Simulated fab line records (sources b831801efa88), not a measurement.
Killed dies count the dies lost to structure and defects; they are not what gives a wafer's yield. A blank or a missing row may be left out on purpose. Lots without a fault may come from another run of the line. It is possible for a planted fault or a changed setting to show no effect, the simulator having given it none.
Which tool did it? / flow sky130 / 10 lots, 30 wafers sampled, at 5 steps of a route of 708

## WHAT THE GAUGES READ, wafer by wafer
The record holds no reading of a measuring or inspecting step that can be judged against a usual standard deviation.

## WHICH TOOL RAN EACH LOT (tool, then ch and the chambers of the sampled wafers, then the start)
lot=L953; SKY_METAL1_METAL_ETCH_19=rie-metal-02 ch 0,1, day 34 03:23; SKY_METAL5_METAL_ETCH_15=rie-metal-01 ch 1, day 45 06:58; SKY_METAL5_STRIP_16=plasma-asher-04 ch 0,1, day 45 07:22; SKY_PAD_OPEN_STRIP_08=plasma-asher-04 ch 0,1, day 47 03:45; SKY_PAD_OPEN_PROBE_99=-
lot=L954; SKY_METAL1_METAL_ETCH_19=rie-metal-04 ch 0,1, day 34 07:09; SKY_METAL5_METAL_ETCH_15=rie-metal-03 ch 0,1, day 45 11:08; SKY_METAL5_STRIP_16=plasma-asher-02 ch 0,1, day 45 11:19; SKY_PAD_OPEN_STRIP_08=plasma-asher-04 ch 0,1, day 47 06:09; SKY_PAD_OPEN_PROBE_99=-
lot=L956; SKY_METAL1_METAL_ETCH_19=rie-metal-01 ch 0,1, day 35 06:19; SKY_METAL5_METAL_ETCH_15=rie-metal-03 ch 0,1, day 46 04:47; SKY_METAL5_STRIP_16=plasma-asher-04 ch 0,1, day 46 05:01; SKY_PAD_OPEN_STRIP_08=plasma-asher-03 ch 0,1, day 47 22:40; SKY_PAD_OPEN_PROBE_99=prober-02, day 48 00:53
lot=L957; SKY_METAL1_METAL_ETCH_19=rie-metal-02 ch 0,1, day 35 10:32; SKY_METAL5_METAL_ETCH_15=rie-metal-01 ch 0,1, day 46 08:25; SKY_METAL5_STRIP_16=plasma-asher-02 ch 0,1, day 46 08:37; SKY_PAD_OPEN_STRIP_08=plasma-asher-02 ch 0,1, day 48 04:01; SKY_PAD_OPEN_PROBE_99=-
lot=L958; SKY_METAL1_METAL_ETCH_19=rie-metal-04 ch 0,1, day 35 12:49; SKY_METAL5_METAL_ETCH_15=rie-metal-03 ch 0,1, day 46 08:38; SKY_METAL5_STRIP_16=plasma-asher-04 ch 0,1, day 46 08:53; SKY_PAD_OPEN_STRIP_08=plasma-asher-04 ch 0,1, day 48 04:19; SKY_PAD_OPEN_PROBE_99=-
lot=L959; SKY_METAL1_METAL_ETCH_19=rie-metal-02 ch 0,1, day 35 17:14; SKY_METAL5_METAL_ETCH_15=rie-metal-03 ch 0,1, day 46 10:44; SKY_METAL5_STRIP_16=plasma-asher-04 ch 0,1, day 46 10:59; SKY_PAD_OPEN_STRIP_08=plasma-asher-02 ch 0,1, day 48 06:19; SKY_PAD_OPEN_PROBE_99=prober-01, day 48 08:37
lot=L960; SKY_METAL1_METAL_ETCH_19=rie-metal-02 ch 0,1, day 36 14:31; SKY_METAL5_METAL_ETCH_15=rie-metal-03 ch 0,1, day 47 06:02; SKY_METAL5_STRIP_16=plasma-asher-02 ch 0,1, day 47 06:13; SKY_PAD_OPEN_STRIP_08=plasma-asher-02 ch 0,1, day 48 23:50; SKY_PAD_OPEN_PROBE_99=prober-02, day 49 02:11
lot=L961; SKY_METAL1_METAL_ETCH_19=rie-metal-02 ch 0,1, day 36 16:10; SKY_METAL5_METAL_ETCH_15=rie-metal-01 ch 0,1, day 47 08:02; SKY_METAL5_STRIP_16=plasma-asher-04 ch 0,1, day 47 08:17; SKY_PAD_OPEN_STRIP_08=plasma-asher-03 ch 0,1, day 49 01:43; SKY_PAD_OPEN_PROBE_99=prober-01, day 49 03:59
lot=L969; SKY_METAL1_METAL_ETCH_19=rie-metal-01 ch 0,1, day 38 22:46; SKY_METAL5_METAL_ETCH_15=rie-metal-01 ch 0,1, day 49 00:02; SKY_METAL5_STRIP_16=plasma-asher-02 ch 0,1, day 49 00:13; SKY_PAD_OPEN_STRIP_08=plasma-asher-04 ch 0,1, day 50 13:56; SKY_PAD_OPEN_PROBE_99=prober-01, day 50 17:05
lot=L974; SKY_METAL1_METAL_ETCH_19=rie-metal-02 ch 1, day 40 13:55; SKY_METAL5_METAL_ETCH_15=rie-metal-03 ch 0,1, day 50 07:41; SKY_METAL5_STRIP_16=plasma-asher-01 ch 0, day 50 07:55; SKY_PAD_OPEN_STRIP_08=plasma-asher-04 ch 0,1, day 51 17:46; SKY_PAD_OPEN_PROBE_99=-
- SKY_METAL1_METAL_ETCH_19: etches the open film in Cl2/BCl3, stops on SiO2, target depth 360 nm, time 78 s.
- SKY_METAL5_METAL_ETCH_15: etches the open film in Cl2/BCl3, stops on SiO2, target depth 1260 nm, time 252 s.
- SKY_METAL5_STRIP_16: strips in O2/N2.
- SKY_PAD_OPEN_STRIP_08: strips in O2/N2.
- SKY_PAD_OPEN_PROBE_99

## AS READ BY THE TOOLS THEMSELVES (means over the sampled wafers that have a number; for cases with no such wafer, the mark the record gives instead)
SKY_METAL1_METAL_ETCH_19. Usual: bcl3-flow-sccm 30.00 sccm, standard deviation 0.084; drypump-motor-current-A 5.9 A, standard deviation 0.42; oes-product-au 0.856 a.u., standard deviation 0.0059; throttle-valve-pct 22.264 %, standard deviation 0.0091.
lot=L953; tool=rie-metal-02; bcl3-flow-sccm (sccm)=29.96; drypump-motor-current-A (A)=5.4; oes-product-au (a.u.)=0.854; throttle-valve-pct (%)=22.266; flag=
lot=L954; tool=rie-metal-04; bcl3-flow-sccm (sccm)=30.00; drypump-motor-current-A (A)=6.1; oes-product-au (a.u.)=0.854; throttle-valve-pct (%)=22.265; flag=
lot=L956; tool=rie-metal-01; bcl3-flow-sccm (sccm)=30.09; drypump-motor-current-A (A)=6.1; oes-product-au (a.u.)=0.858; throttle-valve-pct (%)=22.266; flag=
lot=L957; tool=rie-metal-02; bcl3-flow-sccm (sccm)=30.00; drypump-motor-current-A (A)=5.4; oes-product-au (a.u.)=0.857; throttle-valve-pct (%)=22.267; flag=
lot=L958; tool=rie-metal-04; bcl3-flow-sccm (sccm)=30.02; drypump-motor-current-A (A)=5.8; oes-product-au (a.u.)=0.855; throttle-valve-pct (%)=22.272; flag=
lot=L959; tool=rie-metal-02; bcl3-flow-sccm (sccm)=30.02; drypump-motor-current-A (A)=5.5; oes-product-au (a.u.)=0.855; throttle-valve-pct (%)=22.263; flag=
lot=L960; tool=rie-metal-02; bcl3-flow-sccm (sccm)=29.88; drypump-motor-current-A (A)=5.4; oes-product-au (a.u.)=0.856; throttle-valve-pct (%)=22.260; flag=
lot=L961; tool=rie-metal-02; bcl3-flow-sccm (sccm)=30.05; drypump-motor-current-A (A)=5.5; oes-product-au (a.u.)=0.845; throttle-valve-pct (%)=22.265; flag=
lot=L969; tool=rie-metal-01; bcl3-flow-sccm (sccm)=30.01; drypump-motor-current-A (A)=6.3; oes-product-au (a.u.)=0.856; throttle-valve-pct (%)=22.268; flag=
lot=L974; tool=rie-metal-02; bcl3-flow-sccm (sccm)=30.00; drypump-motor-current-A (A)=5.4; oes-product-au (a.u.)=0.859; throttle-valve-pct (%)=22.264; flag=

SKY_METAL5_METAL_ETCH_15. Usual: bcl3-flow-sccm 29.99 sccm, standard deviation 0.082; drypump-motor-current-A 5.7 A, standard deviation 0.44; oes-product-au 0.882 a.u., standard deviation 0.0072; throttle-valve-pct 22.264 %, standard deviation 0.0092.
lot=L953; tool=rie-metal-01; bcl3-flow-sccm (sccm)=30.03; drypump-motor-current-A (A)=6.0; oes-product-au (a.u.)=0.885; throttle-valve-pct (%)=22.257; flag=
lot=L954; tool=rie-metal-03; bcl3-flow-sccm (sccm)=30.01; drypump-motor-current-A (A)=5.6; oes-product-au (a.u.)=0.886; throttle-valve-pct (%)=22.271; flag=
lot=L956; tool=rie-metal-03; bcl3-flow-sccm (sccm)=29.98; drypump-motor-current-A (A)=5.6; oes-product-au (a.u.)=0.884; throttle-valve-pct (%)=22.270; flag=
lot=L957; tool=rie-metal-01; bcl3-flow-sccm (sccm)=29.95; drypump-motor-current-A (A)=6.3; oes-product-au (a.u.)=0.884; throttle-valve-pct (%)=22.256; flag=
lot=L958; tool=rie-metal-03; bcl3-flow-sccm (sccm)=29.92; drypump-motor-current-A (A)=5.6; oes-product-au (a.u.)=0.875; throttle-valve-pct (%)=22.268; flag=
lot=L959; tool=rie-metal-03; bcl3-flow-sccm (sccm)=29.99; drypump-motor-current-A (A)=5.6; oes-product-au (a.u.)=0.892; throttle-valve-pct (%)=22.265; flag=
lot=L960; tool=rie-metal-03; bcl3-flow-sccm (sccm)=29.98; drypump-motor-current-A (A)=5.5; oes-product-au (a.u.)=0.874; throttle-valve-pct (%)=22.267; flag=
lot=L961; tool=rie-metal-01; bcl3-flow-sccm (sccm)=29.98; drypump-motor-current-A (A)=6.1; oes-product-au (a.u.)=0.876; throttle-valve-pct (%)=22.273; flag=
lot=L969; tool=rie-metal-01; bcl3-flow-sccm (sccm)=29.97; drypump-motor-current-A (A)=6.1; oes-product-au (a.u.)=0.888; throttle-valve-pct (%)=22.268; flag=
lot=L974; tool=rie-metal-03; bcl3-flow-sccm (sccm)=29.99; drypump-motor-current-A (A)=5.3; oes-product-au (a.u.)=0.879; throttle-valve-pct (%)=22.265; flag=

SKY_METAL5_STRIP_16. Usual: drypump-motor-current-A 5.82 A, standard deviation 0.15; oes-product-au 0.710 a.u., standard deviation 0.0044; strip-time-to-endpoint-s 13.14 s, standard deviation 0.12.
lot=L953; tool=plasma-asher-04; drypump-motor-current-A (A)=5.86; oes-product-au (a.u.)=0.713; strip-time-to-endpoint-s (s)=13.24; flag=
lot=L954; tool=plasma-asher-02; drypump-motor-current-A (A)=5.82; oes-product-au (a.u.)=0.711; strip-time-to-endpoint-s (s)=13.06; flag=
lot=L956; tool=plasma-asher-04; drypump-motor-current-A (A)=5.88; oes-product-au (a.u.)=0.709; strip-time-to-endpoint-s (s)=13.07; flag=
lot=L957; tool=plasma-asher-02; drypump-motor-current-A (A)=5.81; oes-product-au (a.u.)=0.709; strip-time-to-endpoint-s (s)=13.02; flag=
lot=L958; tool=plasma-asher-04; drypump-motor-current-A (A)=5.96; oes-product-au (a.u.)=0.710; strip-time-to-endpoint-s (s)=13.11; flag=
lot=L959; tool=plasma-asher-04; drypump-motor-current-A (A)=5.84; oes-product-au (a.u.)=0.710; strip-time-to-endpoint-s (s)=13.10; flag=
lot=L960; tool=plasma-asher-02; drypump-motor-current-A (A)=5.80; oes-product-au (a.u.)=0.708; strip-time-to-endpoint-s (s)=13.08; flag=
lot=L961; tool=plasma-asher-04; drypump-motor-current-A (A)=5.94; oes-product-au (a.u.)=0.712; strip-time-to-endpoint-s (s)=13.23; flag=
lot=L969; tool=plasma-asher-02; drypump-motor-current-A (A)=5.80; oes-product-au (a.u.)=0.709; strip-time-to-endpoint-s (s)=13.25; flag=
lot=L974; tool=plasma-asher-01; drypump-motor-current-A (A)=5.55; oes-product-au (a.u.)=0.708; strip-time-to-endpoint-s (s)=13.16; flag=

SKY_PAD_OPEN_STRIP_08. Usual: drypump-motor-current-A 5.80 A, standard deviation 0.24; oes-product-au 0.662 a.u., standard deviation 0.0043; strip-time-to-endpoint-s 37.02 s, standard deviation 0.089.
lot=L953; tool=plasma-asher-04; drypump-motor-current-A (A)=5.96; oes-product-au (a.u.)=0.664; strip-time-to-endpoint-s (s)=36.98; flag=
lot=L954; tool=plasma-asher-04; drypump-motor-current-A (A)=5.95; oes-product-au (a.u.)=0.664; strip-time-to-endpoint-s (s)=37.17; flag=
lot=L956; tool=plasma-asher-03; drypump-motor-current-A (A)=5.64; oes-product-au (a.u.)=0.659; strip-time-to-endpoint-s (s)=36.96; flag=
lot=L957; tool=plasma-asher-02; drypump-motor-current-A (A)=5.82; oes-product-au (a.u.)=0.658; strip-time-to-endpoint-s (s)=36.91; flag=
lot=L958; tool=plasma-asher-04; drypump-motor-current-A (A)=5.85; oes-product-au (a.u.)=0.660; strip-time-to-endpoint-s (s)=37.09; flag=
lot=L959; tool=plasma-asher-02; drypump-motor-current-A (A)=5.90; oes-product-au (a.u.)=0.666; strip-time-to-endpoint-s (s)=36.98; flag=
lot=L960; tool=plasma-asher-02; drypump-motor-current-A (A)=5.87; oes-product-au (a.u.)=0.660; strip-time-to-endpoint-s (s)=37.18; flag=
lot=L961; tool=plasma-asher-03; drypump-motor-current-A (A)=5.63; oes-product-au (a.u.)=0.659; strip-time-to-endpoint-s (s)=37.04; flag=
lot=L969; tool=plasma-asher-04; drypump-motor-current-A (A)=5.85; oes-product-au (a.u.)=0.660; strip-time-to-endpoint-s (s)=37.02; flag=
lot=L974; tool=plasma-asher-04; drypump-motor-current-A (A)=5.95; oes-product-au (a.u.)=0.664; strip-time-to-endpoint-s (s)=36.95; flag=

SKY_PAD_OPEN_PROBE_99. Usual: defect-limited-yield 82.8 %, standard deviation 2; killed_at_M0_to_M3 43, standard deviation 6.8; killed_at_M4_up 3.3, standard deviation 1.9; killed-at-contacts 24, standard deviation 5.3; killed-at-front-end 14, standard deviation 4.3; killed-at-other 0.3, standard deviation 0.62; killed-dies 85, standard deviation 9.8; killed-open 46, standard deviation 8; killed-short 39, standard deviation 5.9; sort_bin_3_pad_short 0.8 %, standard deviation 0.39; sort_bin_5_function 10.2 %, standard deviation 1.5; sort_bin_6_memory 6.2 %, standard deviation 1.2; sort-n-pass 407, standard deviation 9.8; sort-yield-pct 82.8 %, standard deviation 2.
lot=L956; tool=prober-02; defect-limited-yield (%)=80.6; killed_at_M0_to_M3=47; killed_at_M4_up=3.0; killed-at-contacts=28; killed-at-front-end=17; killed-at-other=0.0; killed-dies=95; killed-open=54; killed-short=42; sort_bin_3_pad_short (%)=0.9; sort_bin_5_function (%)=11.2; sort_bin_6_memory (%)=7.2; sort-n-pass=397; sort-yield-pct (%)=80.6; flag=
lot=L959; tool=prober-01; defect-limited-yield (%)=82.7; killed_at_M0_to_M3=46; killed_at_M4_up=3.7; killed-at-contacts=20; killed-at-front-end=15; killed-at-other=0.0; killed-dies=85; killed-open=47; killed-short=38; sort_bin_3_pad_short (%)=0.6; sort_bin_5_function (%)=10.4; sort_bin_6_memory (%)=6.3; sort-n-pass=407; sort-yield-pct (%)=82.7; flag=
lot=L960; tool=prober-02; defect-limited-yield (%)=77.3; killed_at_M0_to_M3=64; killed_at_M4_up=6.0; killed-at-contacts=25; killed-at-front-end=16; killed-at-other=0.0; killed-dies=112; killed-open=51; killed-short=39; sort_bin_3_pad_short (%)=2.6; sort_bin_5_function (%)=13.2; sort_bin_6_memory (%)=7.0; sort-n-pass=380; sort-yield-pct (%)=77.3; flag=OFF
lot=L961; tool=prober-01; defect-limited-yield (%)=75.5; killed_at_M0_to_M3=81; killed_at_M4_up=2.7; killed-at-contacts=22; killed-at-front-end=14; killed-at-other=0.0; killed-dies=120; killed-open=43; killed-short=34; sort_bin_3_pad_short (%)=3.7; sort_bin_5_function (%)=14.7; sort_bin_6_memory (%)=6.1; sort-n-pass=372; sort-yield-pct (%)=75.5; flag=OFF
lot=L969; tool=prober-01; defect-limited-yield (%)=83.0; killed_at_M0_to_M3=39; killed_at_M4_up=2.0; killed-at-contacts=28; killed-at-front-end=15; killed-at-other=0.0; killed-dies=83; killed-open=47; killed-short=36; sort_bin_3_pad_short (%)=0.5; sort_bin_5_function (%)=10.3; sort_bin_6_memory (%)=6.1; sort-n-pass=409; sort-yield-pct (%)=83.0; flag=

## THE ANSWER, worked out from the rows above alone
Rule: a lot is off if the mean of its wafers that have a number lies more than 3 standard deviations from the usual mean. A lot without any number at a reading at which 4 lots or more have one is off too. The other lots that the step has rows for count as sound. First the gauges in route order, then the tools' own readings, where a lot's mean is used as printed above. The first step at which some lot is off is used, and at that step the reading that is off furthest; a lot without a number counts as furthest.
Off at SKY_PAD_OPEN_PROBE_99 (sort_bin_3_pad_short): L960, L961. Neither off nor sound, because the step has no rows for them: L953, L954, L957, L958, L974.
If a tool, at that step or one of the process steps before it, ran each lot that is off and ran no sound lot following the first of them, it fits. One fits: rie-metal-02 at SKY_METAL1_METAL_ETCH_19. A fault onset in the window from L959 (day 35 17:14, its last sound lot) to L960 (day 36 14:31, its first lot off) fits.

## WHAT THE SIMULATOR HAD PUT IN
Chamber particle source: rie-metal-02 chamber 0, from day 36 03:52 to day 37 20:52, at SKY_METAL1_METAL_ETCH_19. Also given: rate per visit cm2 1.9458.
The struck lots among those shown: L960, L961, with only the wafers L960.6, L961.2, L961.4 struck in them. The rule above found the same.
